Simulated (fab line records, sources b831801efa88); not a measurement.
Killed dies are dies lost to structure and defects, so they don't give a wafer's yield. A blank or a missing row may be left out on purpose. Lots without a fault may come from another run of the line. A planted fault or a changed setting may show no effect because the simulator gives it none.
Split-lot experiment | flow sky130 | 5 lots, 27 wafers read, on a route of 708 steps

THE SPLIT
At SKY_LOCAL_INTERCONNECT_SPUTTER_00 (material TiN, target thk 100 nm, time 83.3 s), the setting time_s was moved away from the recipe's 83.3 s on 6 of the 27 wafers read, by -22.9% to +20.6%. The other wafers ran this setting at the recipe's value.

FROM THE SPLIT TO THE READING: what the file shows between them, 5 steps
- SKY_LOCAL_INTERCONNECT_RS_MEAS_01: measures by four-point-probe
- SKY_LOCAL_INTERCONNECT_THK_MEAS_02: measures by xrf
- SKY_LOCAL_INTERCONNECT_DEHYDRATE_03: time 60 s
- SKY_LOCAL_INTERCONNECT_HMDS_04: prime time 60 s
- SKY_LOCAL_INTERCONNECT_ETCH_13: etches BARC in N2/H2, stops on SiO2, time 45.9 s, target depth 60 nm

THE READING
oes_product_au, in a.u., at SKY_LOCAL_INTERCONNECT_METAL_ETCH_14 (etches TiN in Cl2/BCl3, stops on PSG, target depth 110 nm, time 31.4 s). Fault-free wafers of this fab line usually give 0.938 a.u., standard deviation 0.007 a.u..

wafer  | tool, chamber at the split | time_s as run, s | against the recipe | oes_product_au, a.u. | against lot-mates on the recipe
L074.1 | pvd_sputter-01, -          | 83.3             | recipe             | 0.936                | -
L074.2 | pvd_sputter-01, -          | 64.19            | -22.9%             | 0.806                | -0.132
L074.3 | pvd_sputter-01, -          | 83.3             | recipe             | 0.936                | -
L074.4 | pvd_sputter-01, -          | 64.19            | -22.9%             | 0.800                | -0.138
L074.5 | pvd_sputter-01, -          | 64.19            | -22.9%             | 0.809                | -0.129
L074.6 | pvd_sputter-01, -          | 83.3             | recipe             | 0.942                | -
L077.1 | pvd_sputter-01, -          | 83.3             | recipe             | 0.929                | -
L077.2 | pvd_sputter-01, -          | 83.3             | recipe             | 0.961                | -
L077.3 | pvd_sputter-01, -          | 83.3             | recipe             | 0.953                | -
L077.4 | pvd_sputter-01, -          | 83.3             | recipe             | 0.949                | -
L077.5 | pvd_sputter-01, -          | 83.3             | recipe             | 0.950                | -
L077.6 | pvd_sputter-01, -          | 83.3             | recipe             | 0.949                | -
L080.1 | pvd_sputter-03, -          | 83.3             | recipe             | 0.943                | -
L080.2 | pvd_sputter-03, -          | 100.5            | +20.6%             | 1.011                | +0.068
L080.3 | pvd_sputter-03, -          | 100.5            | +20.6%             | 1.013                | +0.070
L080.4 | pvd_sputter-03, -          | 100.5            | +20.6%             | 1.014                | +0.071
L080.5 | pvd_sputter-03, -          | 83.3             | recipe             | 0.949                | -
L080.6 | pvd_sputter-03, -          | 83.3             | recipe             | 0.936                | -
L079.2 | pvd_sputter-01, -          | 83.3             | recipe             | 0.923                | -
L079.3 | pvd_sputter-01, -          | 83.3             | recipe             | 0.933                | -
L079.5 | pvd_sputter-01, -          | 83.3             | recipe             | 0.935                | -
L085.1 | pvd_sputter-03, -          | 83.3             | recipe             | 0.943                | -
L085.2 | pvd_sputter-03, -          | 83.3             | recipe             | 0.945                | -
L085.3 | pvd_sputter-03, -          | 83.3             | recipe             | 0.930                | -
L085.4 | pvd_sputter-03, -          | 83.3             | recipe             | 0.937                | -
L085.5 | pvd_sputter-03, -          | 83.3             | recipe             | 0.936                | -
L085.6 | pvd_sputter-03, -          | 83.3             | recipe             | 0.945                | -

THE FIT
A straight line over all 27 wafers: oes_product_au changes by +0.00481 a.u. for each +1% of time_s; r = +0.96; the points scatter about the line by 0.014 a.u..
The same after taking each lot's own level away (the mean of its wafers on the recipe; 27 wafers): +0.00471 a.u. for each +1%; r = +0.97; scatter 0.013 a.u..
On that fit, the largest move of time_s shifts the reading by 0.11 a.u..
The lots' own levels span 0.9303 to 0.9485 a.u., that is 2.6 times the standard deviation above.
So the lot-to-lot level changes the slope little: the two slopes agree.
Check: with one of the wafers moved furthest among these (-22.9%) left out of the fit, the line predicts -0.109 a.u. for it against its lot-mates. It came out at -0.132 a.u. against them.

OTHER SPLITS ON THESE WAFERS
These wafers also went through other splits before the reading. Each is held against what the fit with the lots' levels taken away leaves over:
other split on the same wafers   | wafers away from the commonest value | r with oes_product_au (lot level and that fit taken away)
SKY_FIELD_ISO_WET_ETCH_28 time_s | 21                                   | -0.23
SKY_SONOS_ONO_CVD_04 time_s      | 21                                   | +0.13
SKY_SONOS_ONO_ETCH_15 time_s     | 9                                    | +0.29
SKY_POLY_GATE_ETCH_15 time_s     | 9                                    | +0.33

THE WHOLE CHAIN: every reading that the file lists as answering this split, in the file's order
step                                 | what it does                                                           | reading                                                                                      | change (the file's fit)                   | r (the file's)
SKY_LOCAL_INTERCONNECT_SPUTTER_00    | material TiN, target thk 100 nm, time 83.3 s                           | TiN_of_LOCAL_INTERCONNECT_SPUTTER_00.thk_nm (the simulator's own value, which no gauge read) | +1 nm for each +1% of the setting         | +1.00
SKY_LOCAL_INTERCONNECT_RS_MEAS_01    | measures by four-point-probe                                           | LOCAL_INTERCONNECT_TIN_RS                                                                    | -0.166 for each +1% of the setting        | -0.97
SKY_LOCAL_INTERCONNECT_THK_MEAS_02   | measures by xrf                                                        | LOCAL_INTERCONNECT_TIN_THK                                                                   | +0.995 for each +1% of the setting        | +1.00
SKY_LOCAL_INTERCONNECT_METAL_ETCH_14 | etches TiN in Cl2/BCl3, stops on PSG, target depth 110 nm, time 31.4 s | oes_product_au                                                                               | +0.00472 a.u. for each +1% of the setting | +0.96

THE FILE'S OWN FIT
oes_product_au changes by +0.00472 a.u. for each +1% of time_s, r = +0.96.
